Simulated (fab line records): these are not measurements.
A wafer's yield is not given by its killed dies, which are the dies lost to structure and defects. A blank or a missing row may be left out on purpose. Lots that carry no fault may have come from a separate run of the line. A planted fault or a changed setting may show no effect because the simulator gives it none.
What tool caused it? / flow gf180mcu / 13 lots, 39 wafers sampled, at 5 steps of a route of 602

== WHAT THE GAUGES READ, wafer by wafer ==
GF_PSD_OVL_MEAS_08. Usual: PSD_OVL typically reads -0.3 nm, with standard deviation 1.2.
lot=L791; measured=day 14 10:34; on=overlay-01; PSD_OVL (nm)=-1.8 -1.3 -0.5; flag=
lot=L793; measured=day 14 19:25; on=overlay-01; PSD_OVL (nm)=2.0 0.0 -0.3; flag=
lot=L794; measured=day 15 12:43; on=overlay-01; PSD_OVL (nm)=-0.9 0.1 -0.9; flag=
lot=L795; measured=day 16 01:09; on=overlay-02; PSD_OVL (nm)=-0.2 -0.4 -0.2; flag=
lot=L798; measured=day 16 17:04; on=overlay-02; PSD_OVL (nm)=-1.6 -1.8 -2.4; flag=
lot=L797; measured=day 16 21:20; on=overlay-01; PSD_OVL (nm)=-3.9 -1.7 -1.1; flag=
lot=L799; measured=day 17 07:00; on=overlay-02; PSD_OVL (nm)=-1.8 -2.6 -0.3; flag=
lot=L801; measured=day 18 00:04; on=overlay-01; PSD_OVL (nm)=0.9 0.5 -0.6; flag=
lot=L803; measured=day 18 12:13; on=overlay-02; PSD_OVL (nm)=1.0 -1.7 -1.9; flag=
lot=L804; measured=day 18 22:34; on=overlay-02; PSD_OVL (nm)=0.0 0.3 -0.7; flag=
lot=L805; measured=day 19 01:31; on=overlay-01; PSD_OVL (nm)=1.4 1.6 0.2; flag=
lot=L808; measured=day 20 10:02; on=overlay-02; PSD_OVL (nm)=1.3 -0.2 2.1; flag=
lot=L814; measured=day 22 04:44; on=overlay-02; PSD_OVL (nm)=1.1 0.4 0.9; flag=

GF_SAB_THK_MEAS_01. Usual: SAB_CVD_00_THK typically reads 50.2 nm, with standard deviation 0.68.
lot=L791; measured=day 14 11:19; on=film metro-04; SAB_CVD_00_THK (nm)=49.2 49.9 50.0; flag=
lot=L793; measured=day 14 20:10; on=film metro-01; SAB_CVD_00_THK (nm)=50.0 50.2 50.1; flag=
lot=L794; measured=day 15 13:28; on=film metro-03; SAB_CVD_00_THK (nm)=50.3 50.1 50.3; flag=
lot=L795; measured=day 16 01:55; on=film metro-04; SAB_CVD_00_THK (nm)=50.4 50.1 50.4; flag=
lot=L798; measured=day 16 17:49; on=film metro-01; SAB_CVD_00_THK (nm)=50.2 49.8 51.0; flag=
lot=L797; measured=day 16 22:05; on=film metro-01; SAB_CVD_00_THK (nm)=51.7 50.9 51.0; flag=
lot=L799; measured=day 17 07:44; on=film metro-03; SAB_CVD_00_THK (nm)=49.3 50.2 50.1; flag=
lot=L801; measured=day 18 00:48; on=film metro-04; SAB_CVD_00_THK (nm)=48.8 48.8 49.7; flag=
lot=L803; measured=day 18 12:57; on=film metro-01; SAB_CVD_00_THK (nm)=49.6 50.4 50.5; flag=
lot=L804; measured=day 18 23:19; on=film metro-04; SAB_CVD_00_THK (nm)=50.1 50.4 50.4; flag=
lot=L805; measured=day 19 02:20; on=film metro-01; SAB_CVD_00_THK (nm)=50.5 50.5 50.6; flag=
lot=L808; measured=day 20 10:46; on=film metro-01; SAB_CVD_00_THK (nm)=49.8 50.9 50.3; flag=
lot=L814; measured=day 22 05:29; on=film metro-01; SAB_CVD_00_THK (nm)=49.3 49.8 50.8; flag=

GF_CONTACT_THK_MEAS_01. Usual: CONTACT_CVD_00_THK typically reads 302 nm, with standard deviation 3.8.
lot=L791; measured=day 15 09:37; on=film metro-02; CONTACT_CVD_00_THK (nm)=302 297 299; flag=
lot=L793; measured=day 15 18:22; on=film metro-01; CONTACT_CVD_00_THK (nm)=303 310 306; flag=
lot=L794; measured=day 16 12:35; on=film metro-02; CONTACT_CVD_00_THK (nm)=299 298 298; flag=
lot=L795; measured=day 17 00:46; on=film metro-01; CONTACT_CVD_00_THK (nm)=305 303 306; flag=
lot=L798; measured=day 17 16:56; on=film metro-04; CONTACT_CVD_00_THK (nm)=306 303 305; flag=
lot=L797; measured=day 17 21:30; on=film metro-04; CONTACT_CVD_00_THK (nm)=307 305 307; flag=
lot=L799; measured=day 18 08:57; on=film metro-01; CONTACT_CVD_00_THK (nm)=300 297 295; flag=
lot=L801; measured=day 19 02:14; on=film metro-01; CONTACT_CVD_00_THK (nm)=299 298 300; flag=
lot=L803; measured=day 19 14:46; on=film metro-04; CONTACT_CVD_00_THK (nm)=300 295 302; flag=
lot=L804; measured=day 20 00:20; on=film metro-01; CONTACT_CVD_00_THK (nm)=303 306 148 303 306 148; flag=OFF
lot=L805; measured=day 20 03:34; on=film metro-02; CONTACT_CVD_00_THK (nm)=301 303 145 300 303 144; flag=OFF
lot=L808; measured=day 21 11:10; on=film metro-01; CONTACT_CVD_00_THK (nm)=307 303 304; flag=
lot=L814; measured=day 23 05:35; on=film metro-04; CONTACT_CVD_00_THK (nm)=301 302 300; flag=

GF_CONTACT_THK_MEAS_03. Usual: CONTACT_CVD_02_THK typically reads 859 nm, with standard deviation 11.
lot=L791; measured=day 15 09:47; on=film metro-04; CONTACT_CVD_02_THK (nm)=856 866 858; flag=
lot=L793; measured=day 15 18:29; on=film metro-02; CONTACT_CVD_02_THK (nm)=849 868 866; flag=
lot=L794; measured=day 16 12:45; on=film metro-04; CONTACT_CVD_02_THK (nm)=854 861 861; flag=
lot=L795; measured=day 17 00:54; on=film metro-04; CONTACT_CVD_02_THK (nm)=854 846 859; flag=
lot=L798; measured=day 17 17:04; on=film metro-01; CONTACT_CVD_02_THK (nm)=866 861 879; flag=
lot=L797; measured=day 17 21:38; on=film metro-02; CONTACT_CVD_02_THK (nm)=865 872 876; flag=
lot=L799; measured=day 18 09:05; on=film metro-02; CONTACT_CVD_02_THK (nm)=852 858 879; flag=
lot=L801; measured=day 19 02:22; on=film metro-02; CONTACT_CVD_02_THK (nm)=845 850 870; flag=
lot=L803; measured=day 19 14:54; on=film metro-04; CONTACT_CVD_02_THK (nm)=851 869 855; flag=
lot=L804; measured=day 20 03:55; on=film metro-04; CONTACT_CVD_02_THK (nm)=850 847 854; flag=
lot=L805; measured=day 20 06:38; on=film metro-04; CONTACT_CVD_02_THK (nm)=859 881 860; flag=
lot=L808; measured=day 21 11:20; on=film metro-04; CONTACT_CVD_02_THK (nm)=861 854 861; flag=
lot=L814; measured=day 23 05:43; on=film metro-01; CONTACT_CVD_02_THK (nm)=866 863 880; flag=

== WHAT TOOL EACH LOT RAN ON (gives the tool, then ch and the chambers of the sampled wafers, and finally the start) ==
lot=L791; GF_CONTACT_CVD_00=hdpcvd-02 ch 0,1,2, day 15 09:34
lot=L793; GF_CONTACT_CVD_00=hdpcvd-01 ch 1,2, day 15 18:18
lot=L794; GF_CONTACT_CVD_00=hdpcvd-01 ch 0,1, day 16 12:32
lot=L795; GF_CONTACT_CVD_00=hdpcvd-01 ch 0,1,2, day 17 00:43
lot=L798; GF_CONTACT_CVD_00=hdpcvd-01 ch 1,2, day 17 16:53
lot=L797; GF_CONTACT_CVD_00=hdpcvd-01 ch 1,2, day 17 21:26
lot=L799; GF_CONTACT_CVD_00=hdpcvd-02 ch 0,1,2, day 18 08:53
lot=L801; GF_CONTACT_CVD_00=hdpcvd-02 ch 1,2, day 19 02:08
lot=L803; GF_CONTACT_CVD_00=hdpcvd-02 ch 0,2, day 19 14:42
lot=L804; GF_CONTACT_CVD_00=hdpcvd-02 ch 0,1,2, day 20 00:17
lot=L805; GF_CONTACT_CVD_00=hdpcvd-02 ch 0,2, day 20 03:29
lot=L808; GF_CONTACT_CVD_00=hdpcvd-01 ch 0,1,2, day 21 11:07
lot=L814; GF_CONTACT_CVD_00=hdpcvd-01 ch 0,1, day 23 05:31
- GF_CONTACT_CVD_00: deposits SiO2, target thk 300 nm, time 50 s.

== AS READ BY THE TOOLS THEMSELVES (means over the sampled wafers that have a number; for cases with no such wafer, the mark the record gives instead) ==
GF_CONTACT_CVD_00. Usual: sih4 flow sccm reads 60.01 sccm (standard deviation 0.18).
lot=L791; tool=hdpcvd-02; sih4 flow sccm (sccm)=59.84; flag=
lot=L793; tool=hdpcvd-01; sih4 flow sccm (sccm)=60.01; flag=
lot=L794; tool=hdpcvd-01; sih4 flow sccm (sccm)=60.10; flag=
lot=L795; tool=hdpcvd-01; sih4 flow sccm (sccm)=59.90; flag=
lot=L798; tool=hdpcvd-01; sih4 flow sccm (sccm)=59.96; flag=
lot=L797; tool=hdpcvd-01; sih4 flow sccm (sccm)=59.94; flag=
lot=L799; tool=hdpcvd-02; sih4 flow sccm (sccm)=60.01; flag=
lot=L801; tool=hdpcvd-02; sih4 flow sccm (sccm)=60.13; flag=
lot=L803; tool=hdpcvd-02; sih4 flow sccm (sccm)=60.13; flag=
lot=L804; tool=hdpcvd-02; sih4 flow sccm (sccm)=50.05; flag=OFF
lot=L805; tool=hdpcvd-02; sih4 flow sccm (sccm)=49.94; flag=OFF
lot=L808; tool=hdpcvd-01; sih4 flow sccm (sccm)=59.88; flag=
lot=L814; tool=hdpcvd-01; sih4 flow sccm (sccm)=60.00; flag=

== THE ANSWER, worked out from the rows above alone ==
Rule: take the mean of a lot's wafers that have a number; if it is more than 3 standard deviations from the usual mean, the lot is off. A lot without any number at a reading at which 4 lots or more have one is off too. All remaining lots with rows at the step are treated as sound. The gauges are gone through in route order, then the tools' own readings, and for those a lot's mean is taken as printed above. At the first step where some lot is off, the reading lying furthest off is the one used; lots without a number count as furthest.
Off: L804, L805, seen at GF_CONTACT_THK_MEAS_01 (CONTACT_CVD_00_THK).
If a tool, at a process step before that reading, ran all the lots that are off and no sound lot after the first of them, it fits. The gauges at GF_CONTACT_THK_MEAS_01 aren't tried: what is off there is off at GF_CONTACT_CVD_00 too, on other tools, and a gauge's error can't cause that. One candidate fits, namely hdpcvd-02 at GF_CONTACT_CVD_00. A fault onset in the window from L803 (day 19 14:42, its last sound lot) to L804 (day 20 00:17, its first lot off) fits.
On the lots that are off, the tool's own readings at GF_CONTACT_CVD_00 differ by more than 5 times the standard deviation of the sound lots' means, which bears it out; sih4 flow sccm reads 49.99 sccm there versus 59.99 sccm on the sound lots.

== WHAT THE SIMULATOR HAD PUT IN ==
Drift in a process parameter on hdpcvd-02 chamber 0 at GF_CONTACT_CVD_00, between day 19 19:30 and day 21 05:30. Setting sih4 flow sccm, moved by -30, from 60. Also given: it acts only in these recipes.
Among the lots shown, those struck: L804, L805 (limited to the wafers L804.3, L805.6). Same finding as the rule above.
